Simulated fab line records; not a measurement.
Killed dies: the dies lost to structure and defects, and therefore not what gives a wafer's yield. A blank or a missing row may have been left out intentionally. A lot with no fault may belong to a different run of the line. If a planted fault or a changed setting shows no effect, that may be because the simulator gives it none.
What tool caused it? || flow gf180mcu || 6 lots, 18 wafers sampled, at 3 steps of a route of 602

WHAT EACH GAUGE READ, for each wafer
GF_V4_RS_MEAS_24: uses a four-point probe to measure.
{"lot": "L754", "measured": "day 25 20:57", "on": "filmMetro-04", "V4_W_RS (ohm/sq)": "0.328 0.322 0.327"}
{"lot": "L756", "measured": "day 26 11:19", "on": "filmMetro-01", "V4_W_RS (ohm/sq)": "0.336 0.336 0.330"}
{"lot": "L759", "measured": "day 26 22:58", "on": "filmMetro-02", "V4_W_RS (ohm/sq)": "0.328 0.330 0.331"}
{"lot": "L761", "measured": "day 27 23:02", "on": "filmMetro-01", "V4_W_RS (ohm/sq)": "0.322 0.318 0.328"}
{"lot": "L768", "measured": "day 29 13:36", "on": "filmMetro-01", "V4_W_RS (ohm/sq)": "0.332 0.333 0.330"}
{"lot": "L770", "measured": "day 30 13:03", "on": "filmMetro-01", "V4_W_RS (ohm/sq)": "0.328 0.331 0.324"}

WHICH TOOL RAN EACH LOT (tool, then ch and the chambers of the sampled wafers, then the start)
{"lot": "L754", "GF_V2_CVD_23": "cvdW-02 ch 0,1, day 21 20:26", "GF_V4_CVD_23": "cvdW-02 ch 0,1, day 25 20:50"}
{"lot": "L756", "GF_V2_CVD_23": "cvdW-02 ch 0,1, day 22 13:50", "GF_V4_CVD_23": "cvdW-01 ch 0,1, day 26 11:11"}
{"lot": "L759", "GF_V2_CVD_23": "cvdW-02 ch 0,1, day 23 03:48", "GF_V4_CVD_23": "cvdW-02 ch 0,1, day 26 22:50"}
{"lot": "L761", "GF_V2_CVD_23": "cvdW-02 ch 0,1, day 24 06:25", "GF_V4_CVD_23": "cvdW-02 ch 0,1, day 27 22:55"}
{"lot": "L768", "GF_V2_CVD_23": "cvdW-02 ch 0,1, day 25 23:53", "GF_V4_CVD_23": "cvdW-01 ch 0,1, day 29 13:28"}
{"lot": "L770", "GF_V2_CVD_23": "cvdW-02 ch 0,1, day 27 01:13", "GF_V4_CVD_23": "cvdW-02 ch 0,1, day 30 12:56"}
- GF_V2_CVD_23: deposits W, target thk 350 nm, time 104.94 s.
- GF_V4_CVD_23: deposits W, target thk 350 nm, time 104.9 s.

THE ANSWER, worked out from the rows above alone
Rule: what is usual is taken from the lots themselves. The widest of any qualifying gaps counts: lots, ordered by their means at a reading, are off when they make up no more than a third of the lots, leave a main group of 4 or more, and stand apart from it by 3 or more times the standard deviation of that group's means. Not used: any main group whose means are identical at the precision the tables above print for the reading. Also off: a lot with no number at a reading for which 4 or more lots have one. Where the step has rows for the other lots, those lots are counted as sound.
None of the lots is off at any reading shown; this tells nothing.

WHAT THE SIMULATOR PUT IN
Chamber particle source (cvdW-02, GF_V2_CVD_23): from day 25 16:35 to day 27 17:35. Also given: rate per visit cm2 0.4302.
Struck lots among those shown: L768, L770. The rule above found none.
